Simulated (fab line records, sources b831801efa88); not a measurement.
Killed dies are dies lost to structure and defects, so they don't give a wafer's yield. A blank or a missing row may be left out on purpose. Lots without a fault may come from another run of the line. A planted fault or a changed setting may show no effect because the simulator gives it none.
A struck lot beside a sound one | flow sky130 | 18 steps out of a route of 708
Sound: wafers L661.4, L661.5, L661.6. Struck: wafers L666.1, L666.2, L666.6. The cause comes at the end.
At each step with rows: each side's tool, then ch and its chambers, then its first start. Under that, the readings that differ: sound wafers | struck wafers | difference of the means | sigmas: that difference in standard deviations of wafers without a fault.
alike: readings whose means differ by less than 2 such deviations, and words and numbers that are the same on both sides. not compared: withheld readings, readings that some wafer has no value for, bounds like >300 that may hide the same value, and numbers for which the record gives no deviation and whose values overlap.
The two part at a step that has a row with sigmas, a row that says differs or no value, or rows on one side only. Numbers that don't overlap but have no deviation are shown without sigmas and don't part them. A reading that every wafer of one side lacks parts them only if that side has two wafers or more.

first, 3 steps without rows for these wafers: SKY_VT_ADJUST_HVTP_EXPOSE_04 (exposes mask HVTPM, target cd 380 nm); SKY_VT_ADJUST_HVTP_PEB_05; SKY_VT_ADJUST_HVTP_DEVELOP_06 (develop time 60 s).
SKY_VT_ADJUST_HVTP_CD_MEAS_07: target cd 380 nm.
  sound on cd_sem-01, day 7 03:30; struck on cd_sem-01, day 8 05:55
  alike: cd_nm
SKY_VT_ADJUST_HVTP_OVL_MEAS_08:
  sound on overlay-02, day 7 03:34; struck on overlay-02, day 8 06:02
  alike: VT_ADJUST_HVTP_OVL
then, 1 step without rows for these wafers: SKY_VT_ADJUST_HVTP_IMPLANT_09.
SKY_VT_ADJUST_HVTP_STRIP_10: strips in O2/N2.
  sound on plasma_asher-02 ch 0,1, day 7 03:46; struck on plasma_asher-02 ch 0,1, day 8 06:13
  alike: drypump_motor_current_A, n2_flow_sccm, oes_product_au, strip_time_to_endpoint_s
  not compared: rf_hours_counter_h
SKY_VT_ADJUST_HVTP_TW_MEAS_11:
  sound on film_metro-04, day 7 03:52; struck on film_metro-01, day 8 06:19
  reading           | sound          | struck         | difference | sigmas
  VT_ADJUST_HVTP_TW | 1347 1354 1353 | 1330 1328 1326 | -23        | -2
then, 4 steps without rows for these wafers: SKY_VT_ADJUST_LVTN_DEHYDRATE_00 (time 60 s); SKY_VT_ADJUST_LVTN_HMDS_01 (prime time 60 s); SKY_VT_ADJUST_LVTN_COAT_02 (resist thk 3000 nm); SKY_VT_ADJUST_LVTN_SOFTBAKE_03.
SKY_VT_ADJUST_LVTN_EXPOSE_04: exposes mask NWM COMPLEMENT LESS NATIVE, target cd 840 nm.
  sound on iline_stepper-02 ch 0, day 7 12:58; struck on iline_stepper-02 ch 0, day 8 17:02
  reading                                | sound                | struck            | difference | sigmas
  model.VT_ADJUST_LVTN.overlay_x_nm (nm) | 0.4908 0.4908 0.4908 | 319.2 319.2 319.2 | +318.7     |
  alike: mask
then, 2 steps without rows for these wafers: SKY_VT_ADJUST_LVTN_PEB_05; SKY_VT_ADJUST_LVTN_DEVELOP_06 (develop time 60 s).
SKY_VT_ADJUST_LVTN_OVL_MEAS_07:
  sound on overlay-02, day 7 22:56; struck on overlay-01, day 9 03:14
  reading                 | sound        | struck            | difference | sigmas
  VT_ADJUST_LVTN_OVL (nm) | -0.4 0.3 1.0 | 319.7 320.0 320.4 | +319.7     | +99 or more
then, 1 step without rows for these wafers: SKY_VT_ADJUST_LVTN_IMPLANT_08.
-- the record jumps here: 39 days lie between the struck wafers' starts before and after (it left off in module VT_ADJUST_LVTN and takes up again in module PAD_OPEN, whose first step shown is number 708 of the route) --
SKY_PAD_OPEN_PROBE_99:
  sound on prober-02, day 46 16:00; struck on prober-02, day 48 03:10
  reading             | sound    | struck      | difference | sigmas
  killed_at_front_end | 17 13 18 | 411 407 411 | +394       | +94
  killed_dies         | 86 84 94 | 479 469 484 | +389       | +41
  killed_on_rim       | 19 13 17 | 93 93 94    | +77        | +20
  alike: killed_at_M0_to_M3, killed_at_M4_up, killed_at_contacts, killed_at_other, killed_open, killed_short

WHERE THEY PART
First at SKY_VT_ADJUST_HVTP_TW_MEAS_11; last, within this record, at SKY_PAD_OPEN_PROBE_99.

WHY: what the simulator had put in
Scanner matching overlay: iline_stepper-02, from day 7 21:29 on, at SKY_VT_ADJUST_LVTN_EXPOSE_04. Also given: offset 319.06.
